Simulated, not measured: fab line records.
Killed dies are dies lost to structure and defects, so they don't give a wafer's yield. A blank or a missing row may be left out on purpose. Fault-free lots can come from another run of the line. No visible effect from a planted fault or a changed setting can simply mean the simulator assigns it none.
Struck lot and sound lot, side by side	flow sky130	28 out of 708 route steps
Sound: these wafers, L417.4, L417.5, L417.6. Struck: wafer L436.5 (left out: L436.2, a lot-mate that was not struck); the cause follows at the end.
Order at every step that has rows: each side's tool, ch and its chambers, its first start. Under that, the readings that differ: sound wafers	struck wafers	difference of the means	sigmas: that difference in standard deviations of wafers without a fault.
alike: a reading whose means differ by less than 2 such deviations, as well as words and numbers matching on both sides. not compared: withheld readings; readings where some wafer has no value; bounds like >300 that might hide an equal value; numbers whose values overlap and for which the record gives no deviation.
Wherever a step has rows on one side only, a row that says differs or no value, or a row with sigmas, the two part there. Non-overlapping numbers with no deviation appear without sigmas and do not part them. A reading that every wafer of one side lacks parts them only if that side has two wafers or more.

SKY_VIA2_SPUTTER_20: material TiN, target thk 20 nm, time 80 s.
  sound on pvdSputter-01 at day 36 23:46; struck on pvdSputter-01 at day 42 06:05
  alike: throttleValvePct
SKY_VIA2_CVD_21: deposits W, target thk 420 nm, time 126.4 s.
  sound on cvdW-01 ch 0,1, day 36 23:53; struck on cvdW-02 ch 0, day 42 06:08
reading	sound	struck	difference	sigmas
susceptorTempC (C)	400.23 400.36 399.70	400.58	+0.48	+2
  alike: heaterPowerW
SKY_VIA2_RS_MEAS_22: measurement is done with a four-point probe.
  sound on filmMetro-03 at day 37 00:01; struck on filmMetro-02 at day 42 06:17
  alike: VIA2_W_RS
SKY_VIA2_THK_MEAS_23: measures by xrf.
  sound on filmMetro-03 at day 37 00:07; struck on filmMetro-02 at day 42 06:24
  alike: VIA2_W_THK
then, 2 steps without rows for these wafers: SKY_VIA2_CMP_24 (polishes, stops on SiO2, t overpolish 20 s, target thk 0 nm); SKY_METAL3_SPUTTER_00 (material Ti, target thk 15 nm, time 10 s).
SKY_METAL3_SPUTTER_01: material TiN, target thk 20 nm, time 16.7 s.
  sound on pvdSputter-02 at day 37 00:29; struck on pvdSputter-03 at day 42 06:46
  alike: throttleValvePct
then, 1 step without rows for these wafers: SKY_METAL3_SPUTTER_02 (material AlCu, target thk 735 nm, time 39.1 s).
SKY_METAL3_SPUTTER_03: material Ti, target thk 5 nm, time 3.3 s.
  sound on pvdSputter-02 at day 37 00:32; struck on pvdSputter-03 at day 42 06:50
  alike: throttleValvePct
then, 1 step without rows for these wafers: SKY_METAL3_SPUTTER_04 (material TiN, target thk 70 nm, time 58.3 s).
SKY_CAPM_CVD_00: deposits SiO2, target thk 15.5 nm.
  sound on pecvd-02 ch 0,1,2, day 37 00:37; struck on pecvd-02 ch 1, day 42 06:54
  alike: heaterPowerW, susceptorTempC
SKY_CAPM_THK_MEAS_01:
  sound on filmMetro-04 at day 37 00:39; struck on filmMetro-01 at day 42 06:56
  alike: CAPM_CVD_00_THK
SKY_CAPM_SPUTTER_02: material TiN, target thk 200 nm, time 166.7 s.
  sound on pvdSputter-01 at day 37 00:41; struck on pvdSputter-01 at day 42 06:59
reading	sound	struck	difference	sigmas
model.TiN_of_CAPM_SPUTTER_02.thkNm (nm)	201.4 200.2 201.7	254	+53	
  alike: susceptorTempC, throttleValvePct
SKY_CAPM_RS_MEAS_03: measurement is done with a four-point probe.
  sound on filmMetro-03 at day 37 00:51; struck on filmMetro-01 at day 42 07:07
reading	sound	struck	difference	sigmas
CAPM_TIN_RS (ohm/sq)	6.85 6.90 6.85	5.41	-1.46	-18
SKY_CAPM_THK_MEAS_04: measures by xrf.
  sound on filmMetro-03 at day 37 00:56; struck on filmMetro-01 at day 42 07:14
reading	sound	struck	difference	sigmas
CAPM_TIN_THK (nm)	201.9 200.5 202.2	255.1	+53.6	+21
then, 7 steps without rows for these wafers: SKY_CAPM_DEHYDRATE_05 (time 60 s); SKY_CAPM_HMDS_06 (prime time 60 s); SKY_CAPM_COAT_07 (resist thk 1140 nm); SKY_CAPM_SOFTBAKE_08 (time 60 s); SKY_CAPM_EXPOSE_09 (exposes mask CAPM, target cd 1000 nm); SKY_CAPM_PEB_10; SKY_CAPM_DEVELOP_11 (develop time 60 s).
SKY_CAPM_OVL_MEAS_12:
  sound on overlay-02 at day 38 02:17; struck on overlay-01 at day 43 05:22
  alike: CAPM_OVL
SKY_CAPM_METAL_ETCH_13: etches TiN in Cl2/BCl3, stops on SiO2, target depth 220 nm, time 62.9 s.
  sound on rieMetal-03 ch 0,1, day 38 02:20; struck on rieMetal-02 ch 1, day 43 05:23
reading	sound	struck	difference	sigmas
oesProductAu (a.u.)	0.944 0.939 0.944	1.004	+0.062	+9
throttleValvePct (%)	21.907 21.902 21.896	21.863	-0.039	-4
  alike: drypumpMotorCurrentA, mfcCl2Sccm
  not compared: rfHoursCounterH
then, 1 step without rows for these wafers: SKY_CAPM_STRIP_14 (strips in O2/N2).
SKY_CAPM_STRIP_15: strips in post etch residue remover, time 1200 s.
  sound on wetBench-04 ch 0, day 38 02:29; struck on wetBench-04 ch 0, day 43 05:34
reading	sound	struck	difference	sigmas
model.TiN_of_CAPM_SPUTTER_02.thkNm (nm)	201 199.8 201.3	253.6	+52.9	
then, 1 step without rows for these wafers: SKY_CAPM_CLEAN_16 (cleans in IPA, time 180 s).
-- the record jumps here: 7 days lie between the struck wafers' starts before and after (it left off in module CAPM and takes up again in module PAD_OPEN, whose first step shown is number 708 of the route) --
SKY_PAD_OPEN_PROBE_99:
  sound on prober-02 at day 46 06:07; struck on prober-01 at day 50 08:10
reading	sound	struck	difference	sigmas
defectLimitedYield (%)	78.5 82.9 80.9	0	-81	-43
killedAtOther	0 1 0	415	+415	+99 or more
killedDies	106 84 94	492	+397	+43
killedOnRim	22 17 14	96	+78	+19
killedShort	46 44 42	26	-18	-3
sort_bin_3_pad_short (%)	0.8 0.6 1.2	85.2	+84.3	+99 or more
sortNPass	386 408 398	0	-397	-43
sortYieldPct (%)	78.5 82.9 80.9	0	-81	-43
  alike: killed_at_M0_to_M3, killed_at_M4_up, killedAtContacts, killedAtFrontEnd, killedOpen, sort_bin_5_function, sort_bin_6_memory

== WHERE THEY PART ==
Last at SKY_PAD_OPEN_PROBE_99 as far as this record goes, first at SKY_VIA2_CVD_21.

WHY: the cause the simulator had injected
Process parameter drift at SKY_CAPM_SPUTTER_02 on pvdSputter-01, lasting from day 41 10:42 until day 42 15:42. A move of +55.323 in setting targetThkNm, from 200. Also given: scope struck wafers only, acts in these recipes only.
